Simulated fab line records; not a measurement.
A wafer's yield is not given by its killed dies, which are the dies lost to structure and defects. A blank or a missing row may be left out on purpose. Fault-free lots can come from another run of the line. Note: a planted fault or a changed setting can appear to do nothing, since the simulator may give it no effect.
Which of the tools did it? -- flow sky130 -- 72 wafers from 24 lots sampled at 6 of the route's 708 steps

## WHAT EACH GAUGE READ, for each wafer
SKY_VIA3_RS_MEAS_22: uses a four-point probe to measure. Usual: VIA3_W_RS gives 0.2917 ohm/sq (standard deviation 0.0028).
lot,measured,on,VIA3_W_RS (ohm/sq),flag
L074,day 39 12:16,film-metro-04,0.2930 0.2918 0.2938,
L075,day 39 15:26,film-metro-02,0.2888 0.2884 0.2909,
L076,day 40 08:44,film-metro-01,0.2910 0.2888 0.2882,
L077,day 40 11:18,film-metro-04,0.2949 0.2987 0.2962,
L078,day 41 01:23,film-metro-02,0.2914 0.2897 0.2928,
L079,day 41 15:08,film-metro-02,0.2880 0.2916 0.2870,
L080,day 41 15:36,film-metro-01,0.2922 0.2893 0.2920,
L081,day 41 18:22,film-metro-01,0.2891 0.2903 0.2920,
L082,day 41 21:14,film-metro-04,0.2950 0.2955 0.2930,
L083,day 42 07:56,film-metro-04,0.2891 0.2903 0.2891,
L084,day 42 09:59,film-metro-04,0.2909 0.2951 0.2916,
L085,day 42 19:08,film-metro-02,0.2929 0.2943 0.2937,
L086,day 43 02:26,film-metro-01,0.2925 0.2945 0.2960,
L087,day 43 09:50,film-metro-01,0.2928 0.2912 0.2918,
L088,day 43 13:55,film-metro-01,0.2881 0.2873 0.2845,
L089,day 43 22:21,film-metro-04,0.2963 0.2915 0.2917,
L090,day 44 07:29,film-metro-02,0.2893 0.2917 0.2894,
L091,day 44 16:34,film-metro-02,0.2945 0.2888 0.2913,
L092,day 45 07:13,film-metro-01,0.2954 0.2923 0.2923,
L093,day 45 07:52,film-metro-02,0.2961 0.2948 0.2978,
L095,day 45 10:32,film-metro-02,0.2936 0.2978 0.2923,
L094,day 45 12:13,film-metro-02,0.2912 0.2916 0.2912,
L096,day 45 16:41,film-metro-01,0.2984 0.2913 0.2898,
L097,day 45 22:28,film-metro-01,0.2963 0.2930 0.2963,

SKY_CAP2M_THK_MEAS_04: measures by xrf. Usual: CAP2M_TIN_THK gives 202.4 nm (standard deviation 2).
lot,measured,on,CAP2M_TIN_THK (nm),flag
L074,day 39 13:13,film-metro-01,202.9 206.1 202.8,
L075,day 39 16:23,film-metro-01,196.6 203.2 198.7,
L076,day 40 09:40,film-metro-03,203.7 200.0 202.9,
L077,day 40 12:14,film-metro-03,204.1 204.8 199.9,
L078,day 41 02:20,film-metro-02,202.9 204.9 205.5,
L079,day 41 16:05,film-metro-02,203.6 203.8 202.8,
L080,day 41 16:32,film-metro-03,205.9 201.9 205.6,
L081,day 41 19:29,film-metro-01,202.6 200.6 205.7,
L082,day 41 22:11,film-metro-03,205.0 203.1 204.3,
L083,day 42 08:53,film-metro-03,202.9 203.7 202.8,
L084,day 42 11:02,film-metro-01,202.2 200.4 201.4,
L085,day 42 20:10,film-metro-03,201.0 201.0 201.4,
L086,day 43 03:23,film-metro-03,203.3 204.0 203.7,
L087,day 43 10:47,film-metro-01,201.1 202.6 203.7,
L088,day 43 14:51,film-metro-02,203.7 202.3 203.8,
L089,day 43 23:17,film-metro-02,205.1 204.6 204.7,
L090,day 44 08:26,film-metro-03,200.5 203.2 202.6,
L091,day 44 17:29,film-metro-03,198.9 200.0 200.4,
L092,day 45 08:10,film-metro-01,197.4 199.6 199.8,
L093,day 45 08:48,film-metro-02,205.5 202.2 204.8,
L095,day 45 11:29,film-metro-02,202.3 205.0 204.2,
L094,day 45 13:09,film-metro-03,201.6 205.1 201.7,
L096,day 45 17:40,film-metro-03,202.0 200.9 199.9,
L097,day 45 23:25,film-metro-02,201.9 201.8 200.5,

## TOOL THAT RAN EACH LOT (tool first, then ch and the chambers of the sampled wafers, then the start)
lot,SKY_CAPM_CVD_00,SKY_METAL3_DESCUM_15,SKY_VIA3_CMP_02,SKY_VIA3_STRIP_16
L074,"pecvd-04 ch 1,2, day 36 03:55","rie-metal-02 ch 0,1, day 38 08:43","cmp-01 ch 0,1,3, day 38 09:52","plasma-asher-01 ch 0,1, day 39 11:29"
L075,"pecvd-03 ch 0,1, day 36 07:13","rie-metal-02 ch 0,1, day 38 11:55","cmp-01 ch 0,2,3, day 38 13:07","plasma-asher-04 ch 0,1, day 39 14:40"
L076,"pecvd-02 ch 0,1,2, day 37 02:20","rie-metal-04 ch 0,1, day 39 05:21","cmp-01 ch 1,2, day 39 06:33","plasma-asher-04 ch 0,1, day 40 07:54"
L077,"pecvd-03 ch 0,1, day 37 05:04","rie-metal-03 ch 0,1, day 39 07:44","cmp-01 ch 1,2, day 39 08:56","plasma-asher-01 ch 0,1, day 40 10:28"
L078,"pecvd-03 ch 0,1,2, day 37 19:31","rie-metal-04 ch 0,1, day 39 22:11","cmp-01 ch 2,3, day 39 23:23","plasma-asher-01 ch 0,1, day 41 00:37"
L079,"pecvd-03 ch 0,1,2, day 38 09:40","rie-metal-04 ch 1, day 40 11:59","cmp-01 ch 0,1,2, day 40 13:11","plasma-asher-02 ch 0,1, day 41 14:22"
L080,"pecvd-02 ch 0,1,2, day 38 10:14","rie-metal-04 ch 0,1, day 40 12:42","cmp-01 ch 0,3, day 40 13:59","plasma-asher-01 ch 0,1, day 41 14:48"
L081,"pecvd-04 ch 0,1,2, day 38 12:31","rie-metal-03 ch 0,1, day 40 15:28","cmp-01 ch 1,2,3, day 40 16:58","plasma-asher-01 ch 0,1, day 41 17:35"
L082,"pecvd-02 ch 0,2, day 38 16:50","rie-metal-04 ch 0,1, day 40 18:47","cmp-02 ch 0,2,3, day 40 20:02","plasma-asher-04 ch 0,1, day 41 20:28"
L083,"pecvd-03 ch 0,1,2, day 39 04:46","rie-metal-03 ch 0,1, day 41 06:14","cmp-01 ch 0,1,2, day 41 07:32","plasma-asher-04 ch 0,1, day 42 07:04"
L084,"pecvd-02 ch 1,2, day 39 05:55","rie-metal-03 ch 0,1, day 41 07:32","cmp-02 ch 1,2,3, day 41 08:41","plasma-asher-04 ch 0,1, day 42 09:10"
L085,"pecvd-02 ch 0,1,2, day 39 14:41","rie-metal-02 ch 0,1, day 41 16:43","cmp-01 ch 0,2,3, day 41 18:01","plasma-asher-01 ch 0,1, day 42 18:17"
L086,"pecvd-03 ch 0,1,2, day 40 00:30","rie-metal-03 ch 0,1, day 42 00:49","cmp-01 ch 1,2,3, day 42 01:58","plasma-asher-04 ch 0,1, day 43 01:40"
L087,"pecvd-02 ch 1,2, day 40 07:50","rie-metal-02 ch 0,1, day 42 08:07","cmp-01 ch 2,3, day 42 09:16","plasma-asher-02 ch 0,1, day 43 09:04"
L088,"pecvd-03 ch 0,2, day 40 11:18","rie-metal-02 ch 0,1, day 42 12:29","cmp-01 ch 0,1,3, day 42 13:49","plasma-asher-01 ch 0, day 43 13:07"
L089,"pecvd-02 ch 0,2, day 40 20:40","rie-metal-03 ch 1, day 42 20:38","cmp-01 ch 1,2,3, day 42 22:01","plasma-asher-04 ch 0,1, day 43 21:32"
L090,"pecvd-02 ch 1,2, day 41 05:10","rie-metal-02 ch 0,1, day 43 05:35","cmp-02 ch 1,2, day 43 06:47","plasma-asher-02 ch 0,1, day 44 06:43"
L091,"pecvd-02 ch 1,2, day 41 15:25","rie-metal-02 ch 0,1, day 43 14:42","cmp-01 ch 0,1,2, day 43 15:50","plasma-asher-01 ch 0,1, day 44 15:47"
L092,"pecvd-03 ch 0,1,2, day 42 08:17","rie-metal-02 ch 0,1, day 44 06:19","cmp-01 ch 0,1,3, day 44 07:51","plasma-asher-02 ch 0, day 45 06:25"
L093,"pecvd-02 ch 0,1,2, day 42 09:55","rie-metal-04 ch 0,1, day 44 07:26","cmp-01 ch 1,2,3, day 44 08:39","plasma-asher-04 ch 0,1, day 45 06:58"
L095,"pecvd-02 ch 0,1, day 42 11:04","rie-metal-03 ch 0,1, day 44 10:32","cmp-01 ch 0,2,3, day 44 11:41","plasma-asher-01 ch 0,1, day 45 09:40"
L094,"pecvd-02 ch 0,1,2, day 42 13:44","rie-metal-03 ch 1, day 44 12:26","cmp-02 ch 1,2,3, day 44 13:52","plasma-asher-01 ch 0,1, day 45 11:17"
L096,"pecvd-03 ch 1,2, day 42 18:10","rie-metal-02 ch 0,1, day 44 16:38","cmp-01 ch 0,1, day 44 18:00","plasma-asher-04 ch 0,1, day 45 15:49"
L097,"pecvd-04 ch 0,2, day 43 01:46","rie-metal-02 ch 0,1, day 44 23:08","cmp-02 ch 1,2,3, day 45 00:23","plasma-asher-02 ch 0, day 45 21:41"
- SKY_CAPM_CVD_00: deposits SiO2, target thk 15.5 nm.
- SKY_METAL3_DESCUM_15: chemistry O2, time 8 s.
- SKY_VIA3_CMP_02: polishes SiO2.
- SKY_VIA3_STRIP_16: strips in O2/N2.

## WHAT THE TOOLS THEMSELVES READ (means of the sampled wafers that have a number; where no wafer has one, the mark that the record gives instead)
SKY_CAPM_CVD_00. Usual: heater-power-w 759 W, standard deviation 68.
lot,tool,heater-power-w (W),flag
L074,pecvd-04,693,
L075,pecvd-03,850,
L076,pecvd-02,781,
L077,pecvd-03,784,
L078,pecvd-03,822,
L079,pecvd-03,794,
L080,pecvd-02,733,
L081,pecvd-04,780,
L082,pecvd-02,719,
L083,pecvd-03,754,
L084,pecvd-02,761,
L085,pecvd-02,729,
L086,pecvd-03,747,
L087,pecvd-02,784,
L088,pecvd-03,718,
L089,pecvd-02,742,
L090,pecvd-02,742,
L091,pecvd-02,707,
L092,pecvd-03,814,
L093,pecvd-02,771,
L095,pecvd-02,743,
L094,pecvd-02,718,
L096,pecvd-03,753,
L097,pecvd-04,769,

SKY_METAL3_DESCUM_15. Usual: drypump-motor-current-A 5.55 A, standard deviation 0.28; oes-product-au 1.000 a.u., standard deviation 0.0087.
lot,tool,drypump-motor-current-A (A),oes-product-au (a.u.),flag
L074,rie-metal-02,5.27,1.000,
L075,rie-metal-02,5.24,0.992,
L076,rie-metal-04,5.78,1.003,
L077,rie-metal-03,5.65,0.997,
L078,rie-metal-04,5.77,1.019,
L079,rie-metal-04,5.68,1.015,
L080,rie-metal-04,5.84,1.014,
L081,rie-metal-03,5.63,0.993,
L082,rie-metal-04,5.77,1.002,
L083,rie-metal-03,5.63,1.000,
L084,rie-metal-03,5.63,0.988,
L085,rie-metal-02,5.26,0.998,
L086,rie-metal-03,5.55,1.006,
L087,rie-metal-02,5.25,1.008,
L088,rie-metal-02,5.40,0.998,
L089,rie-metal-03,5.72,1.000,
L090,rie-metal-02,5.45,0.998,
L091,rie-metal-02,5.43,1.001,
L092,rie-metal-02,5.24,0.996,
L093,rie-metal-04,5.86,0.996,
L095,rie-metal-03,5.57,0.989,
L094,rie-metal-03,5.72,0.982,
L096,rie-metal-02,5.45,0.994,
L097,rie-metal-02,5.47,1.007,

SKY_VIA3_CMP_02. Usual: motor-current-A 13.0 A, standard deviation 0.93.
lot,tool,motor-current-A (A),flag
L074,cmp-01,13.4,
L075,cmp-01,12.6,
L076,cmp-01,12.8,
L077,cmp-01,12.3,
L078,cmp-01,12.2,
L079,cmp-01,13.0,
L080,cmp-01,13.9,
L081,cmp-01,12.2,
L082,cmp-02,12.5,
L083,cmp-01,13.6,
L084,cmp-02,13.0,
L085,cmp-01,13.1,
L086,cmp-01,12.8,
L087,cmp-01,12.5,
L088,cmp-01,13.0,
L089,cmp-01,12.4,
L090,cmp-02,12.5,
L091,cmp-01,13.6,
L092,cmp-01,13.5,
L093,cmp-01,12.4,
L095,cmp-01,12.8,
L094,cmp-02,12.8,
L096,cmp-01,13.8,
L097,cmp-02,12.4,

SKY_VIA3_STRIP_16. Usual: drypump-motor-current-A 5.9 A, standard deviation 0.5; oes-product-au 0.402 a.u., standard deviation 0.0046; strip-time-to-endpoint-s 4.13 s, standard deviation 0.033.
lot,tool,drypump-motor-current-A (A),oes-product-au (a.u.),strip-time-to-endpoint-s (s),flag
L074,plasma-asher-01,6.4,0.402,4.12,
L075,plasma-asher-04,5.7,0.404,4.14,
L076,plasma-asher-04,5.9,0.402,4.09,
L077,plasma-asher-01,6.4,0.402,4.13,
L078,plasma-asher-01,6.4,0.400,4.13,
L079,plasma-asher-02,5.1,0.403,4.18,
L080,plasma-asher-01,6.4,0.402,4.13,
L081,plasma-asher-01,6.4,0.401,4.12,
L082,plasma-asher-04,5.7,0.402,4.12,
L083,plasma-asher-04,5.7,0.398,4.16,
L084,plasma-asher-04,5.8,0.400,4.14,
L085,plasma-asher-01,6.3,0.407,4.15,
L086,plasma-asher-04,5.7,0.405,4.12,
L087,plasma-asher-02,5.1,0.404,4.14,
L088,plasma-asher-01,6.5,0.400,4.18,
L089,plasma-asher-04,5.8,0.405,4.16,
L090,plasma-asher-02,5.3,0.404,4.14,
L091,plasma-asher-01,6.4,0.401,4.11,
L092,plasma-asher-02,5.5,0.403,4.12,
L093,plasma-asher-04,5.8,0.400,4.12,
L095,plasma-asher-01,6.4,0.400,4.11,
L094,plasma-asher-01,6.3,0.393,4.10,
L096,plasma-asher-04,5.7,0.406,4.11,
L097,plasma-asher-02,5.5,0.403,4.16,

## THE ANSWER, worked out from the rows above alone
Rule: a lot is off if the mean of its wafers that have a number lies more than 3 standard deviations from the usual mean. Also off: a lot with no number at a reading for which 4 or more lots have one. Any other lot the step has rows for is counted as sound. The gauges are gone through in route order, then the tools' own readings, and for those a lot's mean is taken as printed above. At the first step where some lot is off, the reading lying furthest off is the one used; lots without a number count as furthest.
No lot is off at any reading shown: from this, nothing can be told.

## WHAT THE SIMULATOR PUT IN
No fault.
